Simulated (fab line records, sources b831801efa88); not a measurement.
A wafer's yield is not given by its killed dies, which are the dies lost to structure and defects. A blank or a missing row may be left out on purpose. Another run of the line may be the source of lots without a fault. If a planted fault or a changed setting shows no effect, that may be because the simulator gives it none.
2 desks, one fault | flow sky130 | every desk sees just its own numbers, and what lay behind them comes last

AT THE TOOL OWNER'S DESK: hdpcvd-01
The tool's own readings at SKY_VIA2_HDPCVD_00 (deposits SiO2, target thk 1180 nm, time 196.7 s): means of the sampled wafers that have a number, for each lot that ran on this tool. The brackets show how far a lot's mean lies from the usual mean; more than 4 standard deviations puts the lot out of limits, marked OUT.
Columns: A = sih4_flow_sccm at SKY_VIA2_HDPCVD_00, usual 60.02 sccm
lot  | first seen here | A
L136 | day 35 15:06    | 60.07
L137 | day 36 01:45    | 59.80
L144 | day 38 13:05    | 60.06
L147 | day 39 12:48    | 59.99
L149 | day 40 00:06    | 60.13
L154 | day 41 13:24    | 60.05
L158 | day 42 21:07    | 60.03
This desk found nothing out of limits on any of the 7 lots.

FROM THE METROLOGY DESK
Lot by lot, what the gauges showed, no matter which tool ran the lot: averages of those sampled wafers that carry a number. The brackets show how far a lot's mean lies from the usual mean; more than 4 standard deviations puts the lot out of limits, marked OUT.
Columns: A = cd_nm at SKY_METAL1_CD_MEAS_15, usual 139.9 nm; B = VIA2_HDPCVD_THK at SKY_VIA2_THK_MEAS_01, usual 1180 nm; C = CAPM_CVD_00_THK at SKY_CAPM_THK_MEAS_01, usual 15.59 nm
lot  | first seen here | A     | B              | C
L136 | day 33 05:08    | 141.2 | 1175           | 15.26
L137 | day 33 15:52    | 138.2 | 1159           | 15.47
L139 | day 34 04:29    | 140.3 | 1178           | 15.94
L140 | day 34 13:23    | 142.5 | 1180           | 15.65
L142 | day 35 16:47    | 139.3 | 1179           | 15.75
L144 | day 36 03:34    | 138.2 | 1186           | 15.65
L145 | day 36 13:52    | 137.4 | 1193           | 15.43
L146 | day 36 18:04    | 142.2 | 1173           | 15.76
L147 | day 37 04:25    | 139.6 | 1187           | 15.77
L149 | day 37 17:35    | 139.4 | 1179           | 15.44
L154 | day 39 07:29    | 140.1 | 1172           | 15.66
L158 | day 40 16:38    | 139.6 | 1445 (+22) OUT | 15.86
Finding of this desk: L158 out of limits, first seen on L158 at day 42 21:12 (VIA2_HDPCVD_THK at SKY_VIA2_THK_MEAS_01). L136, L137, L139, L140, L142, L144, L145, L146, L147, L149, L154: within limits.

TAKEN TOGETHER
The metrology desk could have raised an alarm at day 42 21:12, on L158.
The desk of the tool owner found nothing out of limits.
The tool owner's desk has L158 on record, within its limits.
On hdpcvd-01, each named lot ran SKY_VIA2_HDPCVD_00.

WHAT THE SIMULATOR HAD INSERTED
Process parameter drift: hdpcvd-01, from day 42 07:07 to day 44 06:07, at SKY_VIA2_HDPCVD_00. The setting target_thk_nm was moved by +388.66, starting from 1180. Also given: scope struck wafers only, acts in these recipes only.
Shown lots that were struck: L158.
Time in hours between the start of the fault and the first out-of-limits reading at each desk: metrology desk, 14.
